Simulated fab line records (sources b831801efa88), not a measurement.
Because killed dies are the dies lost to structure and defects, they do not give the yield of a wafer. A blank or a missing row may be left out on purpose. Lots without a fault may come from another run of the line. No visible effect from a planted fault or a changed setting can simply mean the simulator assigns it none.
The tool behind it: which one?    flow sky130    72 wafers from 24 lots sampled at 6 of the route's 708 steps

== WHAT THE GAUGES SHOWED, per wafer ==
SKY_PWDE_TW_MEAS_10. Usual: for PWDE_TW the level is 370 and the standard deviation is 4.
lot   measured     on             PWDE_TW      flag
L074  day 4 06:35  film metro-04  376 376 379  
L077  day 4 16:44  film metro-03  366 366 368  
L076  day 4 17:05  film metro-04  378 374 376  
L075  day 4 17:35  film metro-03  366 367 368  
L079  day 4 22:29  film metro-03  369 367 369  
L078  day 4 22:38  film metro-02  370 367 367  
L080  day 5 11:32  film metro-03  371 371 371  
L081  day 5 11:59  film metro-04  379 376 377  
L082  day 5 20:50  film metro-04  376 375 376  
L083  day 6 01:56  film metro-02  369 369 370  
L085  day 6 09:14  film metro-02  370 371 369  
L084  day 6 09:29  film metro-03  367 368 369  
L086  day 6 21:29  film metro-04  376 376 376  
L087  day 6 21:44  film metro-03  370 368 369  
L088  day 7 03:53  film metro-02  363 364 362  
L089  day 7 07:15  film metro-02  366 365 365  
L090  day 7 20:08  film metro-03  369 367 366  
L091  day 7 21:53  film metro-03  371 371 371  
L092  day 8 05:14  film metro-04  377 376 375  
L093  day 8 09:56  film metro-02  367 368 368  
L094  day 8 12:23  film metro-03  371 370 370  
L095  day 8 19:38  film metro-03  370 371 373  
L096  day 9 01:47  film metro-02  367 366 366  
L097  day 9 06:21  film metro-04  377 375 373  

SKY_VT_ADJUST_NCORE_TW_MEAS_11. Usual: for VT_ADJUST_NCORE_TW the level is 220 and the standard deviation is 3.5.
lot   measured      on             VT_ADJUST_NCORE_TW  flag
L074  day 9 00:25   film metro-01  223 223 223         
L077  day 9 13:33   film metro-04  221 220 220         
L076  day 9 13:49   film metro-02  215 215 215         
L075  day 9 15:04   film metro-04  220 221 220         
L079  day 9 18:18   film metro-02  214 215 215         
L078  day 9 19:34   film metro-02  215 215 214         
L080  day 10 16:12  film metro-04  222 221 221         
L081  day 10 16:16  film metro-01  223 224 222         
L082  day 10 23:33  film metro-01  223 223 224         
L083  day 11 06:09  film metro-04  221 219 221         
L085  day 11 16:16  film metro-01  222 222 223         
L084  day 11 17:28  film metro-02  215 215 216         
L086  day 12 07:24  film metro-01  224 224 224         
L087  day 12 08:03  film metro-04  222 221 222         
L088  day 12 16:18  film metro-02  216 215 216         
L089  day 12 21:16  film metro-04  221 222 222         
L090  day 13 13:09  film metro-02  216 215 215         
L091  day 13 15:33  film metro-02  217 217 215         
L092  day 14 01:12  film metro-02  215 217 216         
L093  day 14 07:51  film metro-04  222 221 222         
L094  day 14 11:06  film metro-04  220 221 221         
L095  day 14 18:24  film metro-02  216 216 217         
L096  day 15 01:33  film metro-01  225 225 225         
L097  day 15 09:25  film metro-01  225 224 225         

SKY_LDD_HVP_TW_MEAS_10. Usual: for LDD_HVP_TW the level is 454 and the standard deviation is 6.1.
lot   measured      on             LDD_HVP_TW   flag
L074  day 23 00:26  film metro-02  450 449 451  
L077  day 23 03:38  film metro-03  452 453 453  
L076  day 23 04:05  film metro-03  453 453 453  
L075  day 23 03:47  film metro-02  448 449 448  
L079  day 23 04:53  film metro-02  451 451 449  
L078  day 23 04:59  film metro-03  452 452 452  
L080  day 24 07:38  film metro-03  452 454 453  
L081  day 24 08:42  film metro-01  464 465 465  
L082  day 24 15:29  film metro-03  452 452 451  
L083  day 24 21:08  film metro-03  451 452 453  
L085  day 25 09:11  film metro-02  453 453 452  
L084  day 25 11:48  film metro-03  449 451 449  
L086  day 26 00:47  film metro-01  461 468 464  
L087  day 26 03:44  film metro-03  449 450 450  
L088  day 26 10:56  film metro-02  447 449 448  
L089  day 26 19:45  film metro-02  450 447 449  
L090  day 27 14:53  film metro-03  449 447 446  
L091  day 27 16:35  film metro-02  453 452 453  
L092  day 28 07:50  film metro-01  461 463 461  
L093  day 28 08:14  film metro-01  462 465 465  
L094  day 28 16:23  film metro-01  462 461 461  
L095  day 29 01:02  film metro-02  449 451 447  
L096  day 29 05:56  film metro-01  468 465 466  
L097  day 29 14:30  film metro-02  450 450 448  

SKY_LI_CONTACT_THK_MEAS_23: measures by xrf. Usual: for LI_CONTACT_W_THK the level is 421 nm and the standard deviation is 11.
lot   measured      on             LI_CONTACT_W_THK (nm)  flag
L074  day 30 11:08  film metro-04  412 395 412            
L077  day 30 15:29  film metro-01  428 426 428            
L076  day 30 14:11  film metro-04  409 405 413            
L075  day 30 15:04  film metro-03  404 423 428            
L079  day 30 18:07  film metro-01  417 423 425            
L078  day 30 17:38  film metro-01  410 414 429            
L080  day 31 15:53  film metro-04  401 396 405            
L081  day 31 15:55  film metro-01  426 430 427            
L082  day 31 23:25  film metro-01  426 419 420            
L083  day 32 03:05  film metro-04  409 412 410            
L085  day 32 14:32  film metro-04  410 416 411            
L084  day 32 16:16  film metro-04  409 410 413            
L086  day 33 05:58  film metro-04  430 413 417            
L087  day 33 06:46  film metro-01  430 441 428            
L088  day 33 13:10  film metro-01  425 431 430            
L089  day 33 21:29  film metro-01  428 429 440            
L090  day 34 15:04  film metro-03  432 423 424            
L091  day 34 18:23  film metro-03  414 440 428            
L092  day 35 10:30  film metro-03  439 420 437            
L093  day 35 10:40  film metro-01  415 415 418            
L094  day 35 20:01  film metro-03  424 419 428            
L095  day 35 23:01  film metro-03  431 420 438            
L096  day 36 02:17  film metro-01  420 426 426            
L097  day 36 14:16  film metro-03  428 429 434            

== EACH LOT AND THE TOOL THAT RAN IT (in order: tool; ch and the chambers of the sampled wafers; start) ==
lot   SKY_GATE_OXIDE_STRIP_13               SKY_POLY_GATE_ETCH_16
L074  plasma asher-03 ch 0,1, day 14 05:15  rie diel-03 ch 0,1,2, day 17 20:50
L077  plasma asher-02 ch 0,1, day 14 23:32  rie diel-01 ch 0,1,2, day 17 21:17
L076  plasma asher-03 ch 0,1, day 14 22:35  rie diel-04 ch 0,2,3, day 17 22:14
L075  plasma asher-03 ch 0,1, day 14 23:47  rie diel-03 ch 0,1,3, day 17 21:38
L079  plasma asher-01 ch 0,1, day 15 03:23  rie diel-01 ch 0,1, day 17 22:22
L078  plasma asher-02 ch 0,1, day 15 06:59  rie diel-03 ch 1,2,3, day 17 23:32
L080  plasma asher-03 ch 0,1, day 16 09:06  rie diel-03 ch 0,1,2, day 19 01:05
L081  plasma asher-01 ch 0,1, day 16 09:17  rie diel-01 ch 0,2,3, day 19 04:05
L082  plasma asher-01 ch 0,1, day 16 16:32  rie diel-01 ch 2,3, day 19 11:32
L083  plasma asher-01 ch 0,1, day 16 21:41  rie diel-01 ch 0,2,3, day 19 17:08
L085  plasma asher-03 ch 0,1, day 17 10:32  rie diel-01 ch 0,2, day 20 05:23
L084  plasma asher-02 ch 0,1, day 17 12:14  rie diel-01 ch 0,3, day 20 07:31
L086  plasma asher-02 ch 0,1, day 18 03:20  rie diel-04 ch 0,1,3, day 20 21:59
L087  plasma asher-01 ch 0,1, day 18 05:56  rie diel-01 ch 0,1,3, day 21 01:29
L088  plasma asher-03 ch 0,1, day 18 12:29  rie diel-01 ch 1,2,3, day 21 08:26
L089  plasma asher-03 ch 0,1, day 18 22:23  rie diel-04 ch 0,3, day 21 17:50
L090  plasma asher-03 ch 0,1, day 19 19:24  rie diel-03 ch 0,1, day 22 13:14
L091  plasma asher-02 ch 0,1, day 19 20:24  rie diel-04 ch 0,1, day 22 14:50
L092  plasma asher-02 ch 0,1, day 20 10:08  rie diel-01 ch 0,3, day 23 05:32
L093  plasma asher-03 ch 0,1, day 20 14:44  rie diel-03 ch 0,2,3, day 23 08:23
L094  plasma asher-02 ch 0,1, day 21 00:14  rie diel-01 ch 0,1,2, day 23 17:29
L095  plasma asher-01 ch 0,1, day 21 09:02  rie diel-03 ch 1,2, day 24 02:32
L096  plasma asher-01 ch 0,1, day 21 12:23  rie diel-01 ch 1,2, day 24 05:50
L097  plasma asher-03 ch 0,1, day 21 21:38  rie diel-03 ch 0,2,3, day 24 16:29
- SKY_GATE_OXIDE_STRIP_13: strips in O2/N2.
- SKY_POLY_GATE_ETCH_16: etches Si3N4 in CH3F/O2, stops on poly-Si, time 147.5 s, target depth 75 nm.

== AS READ BY THE TOOLS THEMSELVES (means over the sampled wafers that have a number; for cases with no such wafer, the mark the record gives instead) ==
SKY_GATE_OXIDE_STRIP_13. Usual: drypump motor current A 5.9 A, standard deviation 0.49; oes product au 0.717 a.u., standard deviation 0.0044; strip time to endpoint s 14.18 s, standard deviation 0.042.
lot   tool             drypump motor current A (A)  oes product au (a.u.)  strip time to endpoint s (s)  flag
L074  plasma asher-03  5.6                          0.716                  14.15                         
L077  plasma asher-02  6.6                          0.720                  14.18                         
L076  plasma asher-03  5.6                          0.720                  14.18                         
L075  plasma asher-03  5.6                          0.722                  14.16                         
L079  plasma asher-01  5.9                          0.713                  14.10                         
L078  plasma asher-02  6.6                          0.718                  14.13                         
L080  plasma asher-03  5.6                          0.717                  14.16                         
L081  plasma asher-01  5.8                          0.715                  14.21                         
L082  plasma asher-01  5.9                          0.719                  14.18                         
L083  plasma asher-01  5.8                          0.719                  14.17                         
L085  plasma asher-03  5.6                          0.713                  14.12                         
L084  plasma asher-02  6.3                          0.716                  14.19                         
L086  plasma asher-02  6.6                          0.713                  14.11                         
L087  plasma asher-01  5.8                          0.718                  14.23                         
L088  plasma asher-03  5.6                          0.718                  14.20                         
L089  plasma asher-03  5.6                          0.715                  14.15                         
L090  plasma asher-03  5.5                          0.714                  14.22                         
L091  plasma asher-02  6.6                          0.712                  14.16                         
L092  plasma asher-02  6.6                          0.718                  14.15                         
L093  plasma asher-03  5.6                          0.714                  14.17                         
L094  plasma asher-02  6.6                          0.719                  14.22                         
L095  plasma asher-01  5.7                          0.717                  14.25                         
L096  plasma asher-01  5.7                          0.712                  14.24                         
L097  plasma asher-03  5.5                          0.719                  14.17                         

SKY_POLY_GATE_ETCH_16. Usual: drypump motor current A 5.6 A, standard deviation 0.38; oes product au 0.639 a.u., standard deviation 0.0049; throttle valve pct 10.535 %, standard deviation 0.0093.
lot   tool         drypump motor current A (A)  oes product au (a.u.)  throttle valve pct (%)  flag
L074  rie diel-03  5.4                          0.634                  10.540                  
L077  rie diel-01  5.8                          0.644                  10.542                  
L076  rie diel-04  6.1                          0.632                  10.535                  
L075  rie diel-03  5.2                          0.635                  10.544                  
L079  rie diel-01  5.7                          0.643                  10.533                  
L078  rie diel-03  5.4                          0.641                  10.535                  
L080  rie diel-03  5.5                          0.639                  10.532                  
L081  rie diel-01  5.8                          0.643                  10.535                  
L082  rie diel-01  5.7                          0.641                  10.529                  
L083  rie diel-01  5.8                          0.637                  10.536                  
L085  rie diel-01  5.9                          0.640                  10.533                  
L084  rie diel-01  5.7                          0.638                  10.536                  
L086  rie diel-04  5.9                          0.638                  10.537                  
L087  rie diel-01  5.6                          0.642                  10.539                  
L088  rie diel-01  5.7                          0.636                  10.533                  
L089  rie diel-04  6.0                          0.645                  10.534                  
L090  rie diel-03  5.3                          0.644                  10.539                  
L091  rie diel-04  6.1                          0.641                  10.534                  
L092  rie diel-01  5.6                          0.638                  10.537                  
L093  rie diel-03  5.3                          0.637                  10.535                  
L094  rie diel-01  5.8                          0.640                  10.538                  
L095  rie diel-03  5.6                          0.635                  10.535                  
L096  rie diel-01  6.0                          0.636                  10.532                  
L097  rie diel-03  5.2                          0.639                  10.535                  

== THE ANSWER, worked out from the rows above alone ==
Rule: a lot is off if the mean of its wafers that have a number lies more than 3 standard deviations from the usual mean. Also off: a lot with no number at a reading for which 4 or more lots have one. Any other lot the step has rows for is counted as sound. After the gauges, taken in route order, come the tools' own readings; for these a lot's mean is taken, as printed above. At the first step where some lot is off, the reading lying furthest off is the one used; lots without a number count as furthest.
No lot is off on any of the readings shown, so nothing can be concluded from this.

== WHAT THE SIMULATOR PUT IN ==
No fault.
